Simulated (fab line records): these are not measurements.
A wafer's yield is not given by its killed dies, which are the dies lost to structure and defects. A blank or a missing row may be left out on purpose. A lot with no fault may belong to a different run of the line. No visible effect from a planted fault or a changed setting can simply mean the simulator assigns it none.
Check of tool commonality | flow gf180mcu | 14 lots, 42 wafers sampled

== WHY IT WAS OPENED ==
At GF_MIM_THK_MEAS_06 the reading MIM_CVD_05_THK is flagged on 2 of 14 lots. No-fault wafers: 42.0 nm, standard deviation 0.65.
Rule: a lot is flagged when every wafer of it that has a number lies more than 4 standard deviations from that mean, or none has a number. The rest of the lots are taken to be sound.

lot  | measured     | on           | MIM_CVD_05_THK (nm), wafer by wafer | flag
L812 | day 24 10:02 | filmMetro-02 | 42.3 42.7 43.1                      | 
L813 | day 24 13:32 | filmMetro-04 | 40.8 41.3 41.9                      | 
L816 | day 25 18:14 | filmMetro-02 | 40.9 40.9 41.9                      | 
L818 | day 26 15:48 | filmMetro-02 | 42.1 42.3 42.3                      | 
L819 | day 27 00:04 | filmMetro-02 | 46.4 47.3 47.3                      | FLAGGED
L821 | day 27 10:04 | filmMetro-04 | 47.7 47.4 47.3                      | FLAGGED
L822 | day 27 21:55 | filmMetro-01 | 41.5 42.0 42.3                      | 
L823 | day 28 12:33 | filmMetro-02 | 41.7 41.9 42.1                      | 
L824 | day 29 00:04 | filmMetro-02 | 42.6 41.5 41.8                      | 
L827 | day 29 14:55 | filmMetro-02 | 41.6 41.4 41.1                      | 
L829 | day 30 02:28 | filmMetro-02 | 41.8 42.1 43.2                      | 
L831 | day 30 08:55 | filmMetro-02 | 40.3 41.0 41.6                      | 
L834 | day 31 03:02 | filmMetro-04 | 42.0 43.6 42.8                      | 
L835 | day 31 07:57 | filmMetro-02 | 42.6 42.8 43.1                      | 
On average the flagged lots' numbers are 47.2 nm, which is +5.2 nm against the usual, or +8 standard deviations.

== WHICH TOOL RAN EACH LOT ==
Before the reading, the record contains 3 process steps out of a 602-step route. Each cell gives the tool, then ch followed by the chambers the sampled wafers passed through, then the start.
lot  | flag    | GF_V4_SPUTTER_22            | GF_MIM_SPUTTER_02           | GF_MIM_CVD_05
L812 |         | pvdSputter-01, day 24 09:02 | pvdSputter-04, day 24 09:55 | pecvd-03 ch 0,2, day 24 10:00
L813 |         | pvdSputter-03, day 24 12:37 | pvdSputter-01, day 24 13:23 | pecvd-04 ch 1,2, day 24 13:29
L816 |         | pvdSputter-03, day 25 17:20 | pvdSputter-04, day 25 18:06 | pecvd-01 ch 1,2, day 25 18:11
L818 |         | pvdSputter-04, day 26 14:53 | pvdSputter-02, day 26 15:38 | pecvd-04 ch 1,2, day 26 15:44
L819 | FLAGGED | pvdSputter-03, day 26 22:54 | pvdSputter-02, day 26 23:55 | pecvd-04 ch 1,2, day 27 00:01
L821 | FLAGGED | pvdSputter-01, day 27 09:08 | pvdSputter-04, day 27 09:53 | pecvd-04 ch 1,2, day 27 10:00
L822 |         | pvdSputter-03, day 27 21:00 | pvdSputter-04, day 27 21:47 | pecvd-01 ch 0,1, day 27 21:53
L823 |         | pvdSputter-03, day 28 11:40 | pvdSputter-01, day 28 12:26 | pecvd-01 ch 0,2, day 28 12:31
L824 |         | pvdSputter-01, day 28 23:09 | pvdSputter-01, day 28 23:55 | pecvd-01 ch 0,1,2, day 29 00:01
L827 |         | pvdSputter-03, day 29 14:02 | pvdSputter-01, day 29 14:47 | pecvd-01 ch 0,1,2, day 29 14:53
L829 |         | pvdSputter-01, day 30 01:34 | pvdSputter-01, day 30 02:20 | pecvd-01 ch 0,2, day 30 02:25
L831 |         | pvdSputter-01, day 30 08:01 | pvdSputter-02, day 30 08:47 | pecvd-01 ch 0,1,2, day 30 08:52
L834 |         | pvdSputter-04, day 31 02:08 | pvdSputter-04, day 31 02:54 | pecvd-03 ch 1,2, day 31 02:59
L835 |         | pvdSputter-03, day 31 07:02 | pvdSputter-04, day 31 07:49 | pecvd-03 ch 0,2, day 31 07:54
What the steps here do:
- GF_V4_SPUTTER_22: material TiN, target thk 10 nm, time 40 s.
- GF_MIM_SPUTTER_02: material AlCu, target thk 450 nm, time 23.9 s.
- GF_MIM_CVD_05: deposits Si3N4, target thk 42 nm, time 29.086 s.
- GF_MIM_THK_MEAS_06

== FLAGGED AGAINST TOTAL, ONE TOOL AT A TIME (gauges that did the reading follow at the end) ==
step               | tool          | lots run | flagged | share of the flagged lots | sound lots run after its first flagged lot
GF_V4_SPUTTER_22   | pvdSputter-01 | 5        | 1       | some                      | 3 (L824,L829,L831)
GF_V4_SPUTTER_22   | pvdSputter-03 | 7        | 1       | some                      | 4 (L822,L823,L827,L835)
GF_V4_SPUTTER_22   | pvdSputter-04 | 2        | 0       | none                      | -
GF_MIM_SPUTTER_02  | pvdSputter-01 | 5        | 0       | none                      | -
GF_MIM_SPUTTER_02  | pvdSputter-02 | 3        | 1       | some                      | 1 (L831)
GF_MIM_SPUTTER_02  | pvdSputter-04 | 6        | 1       | some                      | 3 (L822,L834,L835)
GF_MIM_CVD_05      | pecvd-01      | 7        | 0       | none                      | -
GF_MIM_CVD_05      | pecvd-03      | 3        | 0       | none                      | -
GF_MIM_CVD_05      | pecvd-04      | 4        | 2       | all                       | 0
GF_MIM_THK_MEAS_06 | filmMetro-01  | 1        | 0       | none                      | -
GF_MIM_THK_MEAS_06 | filmMetro-02  | 10       | 1       | some                      | 6 (L823,L824,L827,L829,L831,L835)
GF_MIM_THK_MEAS_06 | filmMetro-04  | 3        | 1       | some                      | 1 (L834)

== WHAT THE TABLE PERMITS ==
All flagged lots share 1 row of the table, namely pecvd-04 at GF_MIM_CVD_05.
- pecvd-04 at GF_MIM_CVD_05 ran 4 lots, 2 of them flagged. Last sound lot L818 at day 26 15:44, first flagged lot L819 at day 27 00:01; a fault beginning in between fits.
One tool is left: pecvd-04 at GF_MIM_CVD_05.

== WHAT WAS PUT IN BY THE SIMULATOR ==
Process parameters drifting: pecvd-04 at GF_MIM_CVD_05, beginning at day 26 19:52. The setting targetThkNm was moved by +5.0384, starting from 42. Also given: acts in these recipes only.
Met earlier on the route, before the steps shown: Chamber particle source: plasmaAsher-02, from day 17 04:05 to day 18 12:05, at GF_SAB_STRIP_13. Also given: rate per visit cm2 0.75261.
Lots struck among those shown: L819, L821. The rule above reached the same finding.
